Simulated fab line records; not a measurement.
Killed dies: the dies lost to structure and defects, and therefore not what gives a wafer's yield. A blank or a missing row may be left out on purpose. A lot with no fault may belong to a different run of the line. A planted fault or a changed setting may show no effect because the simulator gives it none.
Split-lot trial | flow sky130 | on a route of 708 steps: 5 lots, 23 wafers read

THE SPLIT ITSELF
At SKY_LOCAL_INTERCONNECT_ETCH_13 (etches BARC in N2/H2, stops on SiO2, time 45.9 s, target depth 60 nm), the setting icp_w was moved away from the recipe's 500 W on 9 of the 23 wafers read, by +3.8% to +10.9%. This setting was run at the recipe's value on the other wafers.

The reading is taken at the split's own step.

THE READING
KrF-thick_of_LOCAL_INTERCONNECT_COAT_06.thk_nm (the simulator's own value, which no gauge read), in nm, at SKY_LOCAL_INTERCONNECT_ETCH_13 (etches BARC in N2/H2, stops on SiO2, time 45.9 s, target depth 60 nm). The file does not state a usual value for it. The 14 wafers here that ran the recipe average 392.7 nm, standard deviation 1.5 nm.

wafer  | tool, chamber at the split | icp_w as run, W | against the recipe | KrF-thick_of_LOCAL_INTERCONNECT_COAT_06.thk_nm, nm | against lot-mates on the recipe
L075.1 | rie_metal-01, 0            | 500             | recipe             | 394.2                                              | -
L075.2 | rie_metal-01, 1            | 500             | recipe             | 394.3                                              | -
L075.5 | rie_metal-01, 1            | 500             | recipe             | 395                                                | -
L076.1 | rie_metal-03, 1            | 500             | recipe             | 391.7                                              | -
L076.3 | rie_metal-03, 0            | 500             | recipe             | 391.9                                              | -
L076.4 | rie_metal-03, 1            | 554.3           | +10.9%             | 388.8                                              | -3.0
L076.5 | rie_metal-03, 1            | 554.3           | +10.9%             | 387.7                                              | -4.1
L076.6 | rie_metal-03, 0            | 554.3           | +10.9%             | 388.6                                              | -3.2
L077.1 | rie_metal-01, 0            | 518.8           | +3.8%              | 393.7                                              | -0.9
L077.2 | rie_metal-01, 1            | 518.8           | +3.8%              | 391.4                                              | -3.2
L077.3 | rie_metal-01, 0            | 500             | recipe             | 394.9                                              | -
L077.5 | rie_metal-01, 1            | 518.8           | +3.8%              | 391.9                                              | -2.8
L077.6 | rie_metal-01, 0            | 500             | recipe             | 394.4                                              | -
L082.1 | rie_metal-02, 0            | 500             | recipe             | 392.5                                              | -
L082.2 | rie_metal-02, 1,0          | 500             | recipe             | 391.7                                              | -
L082.6 | rie_metal-02, 1,0          | 500             | recipe             | 391.7                                              | -
L082.4 | rie_metal-02, 0            | 500             | recipe             | 391.6                                              | -
L082.5 | rie_metal-02, 1            | 500             | recipe             | 392.6                                              | -
L083.1 | rie_metal-03, 1            | 500             | recipe             | 390.3                                              | -
L083.3 | rie_metal-03, 0            | 500             | recipe             | 391.5                                              | -
L083.4 | rie_metal-03, 1            | 552.5           | +10.5%             | 387.2                                              | -3.7
L083.5 | rie_metal-03, 0            | 552.5           | +10.5%             | 387.7                                              | -3.2
L083.6 | rie_metal-03, 1            | 552.5           | +10.5%             | 386.4                                              | -4.5
When a row names more than one chamber, that row covers several wafers, and the file does not tell which wafer ran in which chamber.

THE FIT
A straight line over all 23 wafers: KrF-thick_of_LOCAL_INTERCONNECT_COAT_06.thk_nm changes by -0.463 nm for each +1% of icp_w; r = -0.84; the points scatter about the line by 1.4 nm.
The same after taking each lot's own level away (the mean of its wafers on the recipe; 23 wafers): -0.341 nm for each +1%; r = -0.92; scatter 0.69 nm.
That fit puts the effect of the largest move of icp_w on the reading at 3.7 nm.
From 390.90 to 394.65 nm: that is the span of the lots' own levels, equal to 2.6 times the standard deviation above.
So the slope is not independent of the lot-to-lot level: the two fits are not the same.
Check: with one of the wafers moved furthest among these (+10.9%) left out of the fit, the line predicts -4 nm for it against its lot-mates. Against them it came out at -3 nm.

OTHER SPLITS ON THESE WAFERS
These wafers also went through other splits before the reading. Each is held against what the fit with the lots' levels taken away leaves over:
other split on the same wafers           | wafers away from the commonest value | r with KrF-thick_of_LOCAL_INTERCONNECT_COAT_06.thk_nm (lot level and that fit taken away)
SKY_POLY_GATE_IMPLANT_02 dose_cm2        | 10                                   | +0.13
SKY_POLY_GATE_ETCH_16 time_s             | 11                                   | +0.33
SKY_LDD_N_IMPLANT_09 energy_kev          | 7                                    | +0.04
SKY_LDD_HVN_IMPLANT_08 energy_kev        | 6                                    | +0.46
SKY_SD_P_DEVELOP_06 develop_time_s       | 10                                   | +0.18
SKY_SD_N_IMPLANT_09 energy_kev           | 6                                    | -0.07
SKY_SD_N_IMPLANT_10 energy_kev           | 5                                    | +0.03
SKY_LI_CONTACT_ETCH_15 source_w          | 8                                    | -0.14
SKY_LOCAL_INTERCONNECT_EXPOSE_08 dose_mj | 6                                    | -0.77

THE FILE'S OWN FIT
KrF-thick_of_LOCAL_INTERCONNECT_COAT_06.thk_nm changes by -0.353 nm for each +1% of icp_w, r = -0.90.
